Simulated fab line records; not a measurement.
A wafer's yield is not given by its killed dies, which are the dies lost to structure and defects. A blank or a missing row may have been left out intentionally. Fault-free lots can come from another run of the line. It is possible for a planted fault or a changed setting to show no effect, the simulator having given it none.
Chamber matching    flow gf180mcu    cmp-01 running GF_V4_CMP_26: 4 sister chambers
The step polishes, stops on SiO2, t overpolish 15 s, target thk 0 nm. 16 wafers are shown with their chamber, then 8 later ones without.

## WAFERS WITH THEIR CHAMBER
wafer   chamber  motor-current-A (A)  overpolish-run-s (s)  time-to-endpoint-s (s)
L860.2  1        11.0                 15.002                83.5
L860.3  0        10.2                 15.009                89.3
L860.5  2        10.0                 14.995                80.7
L862.1  1        10.9                 14.994                86.2
L862.3  3        12.1                 14.984                83.1
L862.6  1        10.7                 15.004                85.6
L863.1  1        10.4                 14.998                82.0
L863.3  0        10.7                 14.986                84.5
L863.4  2        9.8                  14.995                78.6
L864.1  0        10.3                 14.995                85.4
L864.2  2        10.1                 15.004                82.0
L864.3  1        10.8                 15.012                82.4
L867.1  1        10.9                 14.998                83.5
L867.5  1        10.8                 15.008                84.7
L867.6  2        9.9                  15.014                85.6
L870.3  0        10.2                 15.003                89.1

SIGNATURES, as means of the wafers listed above
reading             chamber 0  chamber 1  chamber 2  chamber 3  scatter within a chamber
motor-current-A     10.350     10.786     9.950      12.100     0.193
overpolish-run-s    14.99825   15.00229   15.00200   14.98400   0.00806
time-to-endpoint-s  87.075     83.986     81.725     83.100     2.22
Rule: for each reading, subtract the chamber's mean from the wafer's reading, divide by that reading's scatter and square the result; add these up over the readings and take the root, which gives the wafer's distance from the chamber. If the next closest chamber is less than 2 further off than the closest, the wafer can't be placed; otherwise it belongs to the closest. How the scatter is found: for the shown wafers, subtract from each reading the mean of its chamber, square and add these, divide the total by (wafers less chambers), then take the root.

## WAFERS WITHOUT THEIR CHAMBER
wafer   motor-current-A (A)  overpolish-run-s (s)  time-to-endpoint-s (s)
L870.5  10.1                 14.999                85.7
L870.6  10.7                 14.996                87.2
L872.1  11.8                 14.986                90.3
L872.2  11.0                 15.011                91.0
L872.3  10.3                 14.996                93.3
L878.1  12.2                 14.997                87.6
L878.4  9.9                  14.993                88.5
L878.5  10.4                 15.006                86.4

## THE CHAMBER EACH PASSED THROUGH
wafer   from the rows above      in truth
L870.5  can't be placed: 0 or 2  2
L870.6  can't be placed: 1 or 0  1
L872.1  3                        3
L872.2  can't be placed: 1 or 0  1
L872.3  0                        0
L878.1  3                        3
L878.4  can't be placed: 0 or 2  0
L878.5  can't be placed: 0 or 1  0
Correctly placed: 3 of 8. Not placeable from these rows: 5 (in 5, the candidates include the true chamber). Number placed wrongly: 0.
